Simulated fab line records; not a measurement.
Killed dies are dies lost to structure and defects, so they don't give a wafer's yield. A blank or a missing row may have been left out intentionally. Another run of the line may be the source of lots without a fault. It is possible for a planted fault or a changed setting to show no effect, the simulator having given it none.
Matching of chambers + flow gf180mcu + GF_V2_ETCH_16 on rie-diel-02 has 4 sister chambers
The step etches BARC in N2/H2. 16 wafers are shown with their chamber, then 8 later ones without.

== WAFERS, EACH WITH ITS CHAMBER ==
| wafer  | chamber | drypump-motor-current-A (A) | oes-product-au (a.u.) | throttle-valve-pct (%) |
|--------|---------|-----------------------------|-----------------------|------------------------|
| L679.1 | 3       | 5.3                         | 0.862                 | 13.229                 |
| L679.2 | 2       | 5.5                         | 0.850                 | 13.222                 |
| L679.5 | 0       | 6.2                         | 0.853                 | 13.224                 |
| L683.1 | 2       | 5.5                         | 0.847                 | 13.233                 |
| L683.4 | 0       | 6.2                         | 0.848                 | 13.229                 |
| L683.5 | 0       | 6.2                         | 0.853                 | 13.225                 |
| L684.3 | 0       | 6.2                         | 0.852                 | 13.221                 |
| L684.4 | 1       | 4.9                         | 0.846                 | 13.221                 |
| L684.6 | 1       | 4.9                         | 0.863                 | 13.225                 |
| L690.1 | 1       | 4.9                         | 0.855                 | 13.235                 |
| L690.4 | 3       | 5.3                         | 0.860                 | 13.221                 |
| L690.6 | 0       | 6.2                         | 0.853                 | 13.227                 |
| L691.3 | 2       | 5.4                         | 0.861                 | 13.221                 |
| L691.4 | 3       | 5.3                         | 0.847                 | 13.225                 |
| L691.6 | 1       | 4.9                         | 0.854                 | 13.215                 |
| L692.2 | 1       | 4.9                         | 0.858                 | 13.219                 |

SIGNATURES, as means of the wafers listed above
| reading                 | chamber 0 | chamber 1 | chamber 2 | chamber 3 | scatter within a chamber |
|-------------------------|-----------|-----------|-----------|-----------|--------------------------|
| drypump-motor-current-A | 6.200     | 4.900     | 5.467     | 5.300     | 0.0236                   |
| oes-product-au          | 0.85180   | 0.85520   | 0.85267   | 0.85633   | 0.00588                  |
| throttle-valve-pct      | 13.22520  | 13.22300  | 13.22533  | 13.22500  | 0.0057                   |
Rule: a wafer's distance from a chamber is the root of the sum, over the readings, of the square of ((its reading less the chamber's mean) divided by the reading's scatter). The wafer belongs to the nearest chamber; if the next one is less than 2 further off, it can't be placed. The scatter: the root of (the sum of the squares of (reading less its chamber's mean) over the shown wafers, divided by (wafers less chambers)).

== WAFERS WITH NO CHAMBER GIVEN ==
| wafer  | drypump-motor-current-A (A) | oes-product-au (a.u.) | throttle-valve-pct (%) |
|--------|-----------------------------|-----------------------|------------------------|
| L692.3 | 5.4                         | 0.856                 | 13.230                 |
| L692.5 | 4.9                         | 0.850                 | 13.230                 |
| L693.2 | 5.3                         | 0.852                 | 13.245                 |
| L693.3 | 6.2                         | 0.857                 | 13.223                 |
| L693.6 | 5.5                         | 0.852                 | 13.209                 |
| L694.1 | 4.9                         | 0.851                 | 13.225                 |
| L694.4 | 5.3                         | 0.856                 | 13.230                 |
| L694.5 | 6.2                         | 0.854                 | 13.217                 |

== CHAMBER TAKEN BY EACH ==
| wafer  | from the rows above     | in truth |
|--------|-------------------------|----------|
| L692.3 | can't be placed: 2 or 3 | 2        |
| L692.5 | 1                       | 1        |
| L693.2 | 3                       | 3        |
| L693.3 | 0                       | 0        |
| L693.6 | 2                       | 2        |
| L694.1 | 1                       | 1        |
| L694.4 | 3                       | 3        |
| L694.5 | 0                       | 0        |
Correct placement for 7 of the 8. Can't be placed from these rows: 1 (the true chamber is among the candidates in 1). Wrongly placed: 0.
